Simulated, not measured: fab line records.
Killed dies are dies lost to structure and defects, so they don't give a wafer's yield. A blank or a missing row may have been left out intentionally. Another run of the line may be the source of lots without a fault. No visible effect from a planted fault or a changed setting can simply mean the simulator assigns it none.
fab line records	flow sfq_line
record lots=14	wafers=41	last_day=75
route steps=325 shown I7@304
lots untouched by any fault: they come from a run of this same line in which no faults occurred
start_h: the number of hours between the record's first day and the start of the first shown wafer of the lot	wait_h: hours since the lot's step before	" the same as in the row above	L1.1+2: several wafers, shown together as one row	- either no value or no given start	* or withheld: withheld	< > ~ a bound
route shown NAME@n: NAME is a module with steps in the file, n the number in the route of the first one	usual: mean/standard deviation taken from wafers without a fault	same: alike in all rows	chamber/n: place in a boat	sites: readings site by site	_std_site: the standard deviation of these	_edge_site: mean of outer sites minus mean of inner sites	radius_mm: how far each site lies from the wafer's centre	mask NAME#n: copy n	behind: the most recent tool/chamber to have shaped the wafer	hold: reason for holding the lot/hours on hold/outcome of the hold	device: the transistor (n, p or np) that didn't switch	end of line: tests run on the same wafers once the route is complete	for a step that has no rows: nothing shown but its recipe	killed: not the wafer's yield, but the dies lost to structure and defects at the first sort	map: dies across one wafer; x = killed, . = not, _ = none there
set.NAME: setting as actually run; set.NAME@STEP: the setting as run at that earlier step	model.NAME: the simulator's own value behind a step, which no gauge read
steps of the route over a sample of lots; a table a step, a row a wafer
## steps
# step SFQ_TRILAYER_I7_VIA_LITHO_PEB_190
# recipe peb_temp_c=115	peb_time_s=60	resist=KrF
# usual exhaust_pa=45.0/0.94	heater_power_total_W=79.15/0.066	plate_temp_C=115.03/0.13
lot.wafer	tool	chamber	start_h	wait_h	exhaust_pa	heater_power_total_W	plate_temp_C
L653.1	litho_track-04	0	1640.42	1.0	44.9	79.05	114.93
L653.2	"	0	"	"	44.3	79.21	114.93
L653.3	"	0	"	"	46.3	79.23	114.97
L654.1	litho_track-03	0	1660.82	1.0	44.7	79.21	115.03
L654.3	"	0	"	"	43.8	79.23	115.34
L654.6	"	0	"	"	44.1	79.14	115.31
L656.2	litho_track-02	0	1664.29	0.8	45.5	79.04	115.28
L656.4	"	0	"	"	45.1	79.13	114.98
L656.5	"	0	"	"	43.4	79.21	115.17
L657.2	litho_track-03	0	1669.19	0.8	44.2	79.06	114.79
L657.3	"	0	"	"	43.3	79.15	114.92
L657.5	"	0	"	"	44.3	79.08	114.77
L658.3	litho_track-02	0	1671.61	0.7	44.3	79.12	115.03
L658.4	"	0	"	"	45.5	79.20	115.28
L658.5	"	0	"	"	45.4	79.12	115.18
L660.1	litho_track-02	0	1675.16	1.0	44.3	79.22	115.20
L660.3	"	0	"	"	45.6	79.16	115.08
L660.6	"	0	"	"	43.9	79.13	115.00
L661.1	litho_track-02	0	1676.36	1.0	45.0	79.13	115.03
L661.5	"	0	"	"	44.4	79.10	115.00
L661.6	"	0	"	"	45.1	79.02	114.87
L666.1	litho_track-03	0	1683.56	1.0	46.8	79.24	115.09
L666.4	"	0	"	"	46.9	79.10	115.12
L666.6	"	0	"	"	46.2	79.19	115.16
L667.2	litho_track-03	0	1684.79	0.8	46.1	79.20	115.08
L667.5	"	0	"	"	45.7	79.13	115.16
L667.6	"	0	"	"	46.5	79.20	114.91
L668.3	litho_track-02	0	1688.41	0.7	46.7	81.29	117.48
L668.5	"	0	"	"	45.8	81.41	117.60
L669.2	litho_track-02	0	1700.57	0.8	44.9	81.37	117.71
L669.4	"	0	"	"	45.8	81.41	117.52
L669.5	"	0	"	"	43.9	81.43	117.65
L670.2	litho_track-04	0	1701.77	0.8	43.7	79.15	114.99
L670.3	"	0	"	"	44.2	79.13	114.84
L670.4	"	0	"	"	44.9	79.24	114.84
L673.1	litho_track-03	0	1757.94	1.0	43.2	79.07	115.06
L673.4	"	0	"	"	45.0	79.13	115.13
L673.5	"	0	"	"	44.7	79.14	115.09
L674.1	litho_track-04	0	1759.30	-	44.9	79.01	115.16
L674.2	"	0	"	"	45.7	79.18	115.00
L674.3	"	0	"	"	46.0	79.20	114.99
## key
first_sign step=SFQ_TRILAYER_I7_VIA_LITHO_PEB_190	reading=heater_power_total_W	direction=up	sigmas=34	usual=79.15	struck=81.38
effect step=SFQ_TRILAYER_I7_VIA_LITHO_PEB_190	reading=plate_temp_C	direction=up	sigmas=19	usual=*	struck=*
met_at SFQ_TRILAYER_I7_VIA_LITHO_PEB_190
struck_lots L668,L669
onset_between 1676.36 1688.41
fault kind=process_parameter_drift	tool=litho_track-02	chamber=-	onset_h=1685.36	steps=SFQ_TRILAYER_I7_VIA_LITHO_PEB_190	channel=peb_temp_c	offset=*	shape=step	end_h=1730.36	acts_in=*	stated=*
